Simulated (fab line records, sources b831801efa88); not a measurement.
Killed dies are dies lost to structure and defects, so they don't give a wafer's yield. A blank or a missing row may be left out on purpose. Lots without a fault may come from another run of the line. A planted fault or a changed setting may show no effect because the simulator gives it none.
Which tool did it? | flow gf180mcu | 14 lots, 41 wafers sampled, at 2 steps of a route of 602

WHAT THE GAUGES READ, wafer by wafer
GF_V2_BOW_MEAS_05. Usual: V2_BOW 98 um, standard deviation 7.4.
lot  | measured     | on            | V2_BOW (um) | flag
L866 | day 19 04:14 | film_metro-03 | 98 101 93   |
L867 | day 19 12:22 | film_metro-03 | 90 104 97   |
L868 | day 20 01:20 | film_metro-04 | 92 100 89   |
L869 | day 20 13:04 | film_metro-04 | 99 105 95   |
L870 | day 20 19:13 | film_metro-01 | 96 94 104   |
L871 | day 21 08:02 | film_metro-04 | 92 85 95    |
L872 | day 21 18:38 | film_metro-04 | 102 105 98  |
L874 | day 22 12:23 | film_metro-01 | 97 88 94    |
L876 | day 23 06:35 | film_metro-01 | 94 102 111  |
L877 | day 23 07:55 | film_metro-01 | 102 105 96  |
L878 | day 24 03:10 | film_metro-04 | 107 103 103 |
L880 | day 24 12:41 | film_metro-04 | 105 109     |
L888 | day 26 19:14 | film_metro-01 | 102 97 103  |
L889 | day 27 01:59 | film_metro-01 | 99 101 89   |

GF_V2_OVL_MEAS_15. Usual: V2_OVL -1 nm, standard deviation 5.3.
lot  | measured     | on         | V2_OVL (nm) | flag
L866 | day 20 05:31 | overlay-01 | -14 1 -2    |
L867 | day 20 12:32 | overlay-02 | -1 -3 1     |
L868 | day 21 01:08 | overlay-01 | -3 -5 -13   |
L869 | day 21 12:49 | overlay-01 | -9 -7 1     |
L870 | day 21 19:22 | overlay-01 | -3 -9 -3    |
L871 | day 22 07:26 | overlay-01 | 6 1 5       |
L872 | day 22 18:16 | overlay-02 | 9 0 5       |
L874 | day 23 12:04 | overlay-02 | -7 1 -8     |
L876 | day 24 05:13 | overlay-02 | -5 -3 1     |
L877 | day 24 06:44 | overlay-02 | -3 -5 -2    |
L878 | day 25 01:02 | overlay-01 | -8 -3 -7    |
L880 | day 25 10:25 | overlay-01 | 3 4         |
L888 | day 27 16:25 | overlay-02 | -13 -3 -4   |
L889 | day 27 22:25 | overlay-01 | -4 0 -16    |

WHICH TOOL RAN EACH LOT (tool, then ch and the chambers of the sampled wafers, then the start)
The record holds no process step before these readings.

WHAT THE TOOLS THEMSELVES READ (means of the sampled wafers that have a number; where no wafer has one, the mark that the record gives instead)
The record holds no such reading with a usual standard deviation.

THE ANSWER, worked out from the rows above alone
Rule: a lot is off if the mean of its wafers that have a number lies more than 3 standard deviations from the usual mean. A lot without any number at a reading at which 4 lots or more have one is off too. The other lots that the step has rows for count as sound. The gauges are gone through in route order, then the tools' own readings, and for those a lot's mean is taken as printed above. The first step at which some lot is off is used, and at that step the reading that is off furthest; a lot without a number counts as furthest.
No lot is off at any reading shown: from this, nothing can be told.

WHAT THE SIMULATOR HAD PUT IN
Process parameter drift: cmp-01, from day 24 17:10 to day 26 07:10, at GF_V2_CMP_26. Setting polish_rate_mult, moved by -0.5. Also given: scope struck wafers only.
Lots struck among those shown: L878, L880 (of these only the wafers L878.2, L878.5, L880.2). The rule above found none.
